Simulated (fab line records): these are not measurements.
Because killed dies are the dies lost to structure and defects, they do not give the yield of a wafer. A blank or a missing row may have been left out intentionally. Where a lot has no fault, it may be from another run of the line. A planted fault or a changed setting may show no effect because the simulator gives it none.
Chamber matching :: flow sky130 :: cmp-01 running SKY_VIA4_CMP_02: 4 sister chambers
The step polishes SiO2. 4 wafers are shown with their chamber, then 7 later ones without.

== EACH WAFER AND ITS CHAMBER ==
wafer: L291.4
chamber: 3
motor current A (A): 11.8

wafer: L294.6
chamber: 2
motor current A (A): 14.1

wafer: L293.1
chamber: 0
motor current A (A): 13.5

wafer: L293.4
chamber: 1
motor current A (A): 10.7

== WAFERS WITHOUT THEIR CHAMBER ==
wafer: L293.5
motor current A (A): 11.2

wafer: L299.2
motor current A (A): 13.9

wafer: L299.4
motor current A (A): 12.2

wafer: L299.5
motor current A (A): 11.3

wafer: L308.1
motor current A (A): 13.6

wafer: L308.3
motor current A (A): 11.5

wafer: L308.4
motor current A (A): 13.8

== WHICH CHAMBER EACH WENT THROUGH ==
wafer: L293.5
from the rows above: can't be placed: 1 or 3
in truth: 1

wafer: L299.2
from the rows above: can't be placed: 2 or 0
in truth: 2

wafer: L299.4
from the rows above: 3
in truth: 3

wafer: L299.5
from the rows above: can't be placed: 3 or 1
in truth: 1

wafer: L308.1
from the rows above: can't be placed: 0 or 2
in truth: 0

wafer: L308.3
from the rows above: can't be placed: 3 or 1
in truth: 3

wafer: L308.4
from the rows above: can't be placed: 2 or 0
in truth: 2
Correct placement for 1 of the 7. Can't be placed from these rows: 6 (the true chamber is among the candidates in 6). Placed wrongly: 0.
How it was worked out, from the rows above alone: a wafer's distance from a chamber is the root of the sum, over the readings, of the square of ((its reading less the chamber's mean) divided by the reading's scatter). The wafer belongs to the nearest chamber; if the next one is less than 2 further off, it can't be placed. For every chamber, the mean is computed from those of its wafers that are shown. The scatter: with one shown wafer a chamber, the root of the mean of the squares of how far each hidden wafer lies from its nearest shown one.
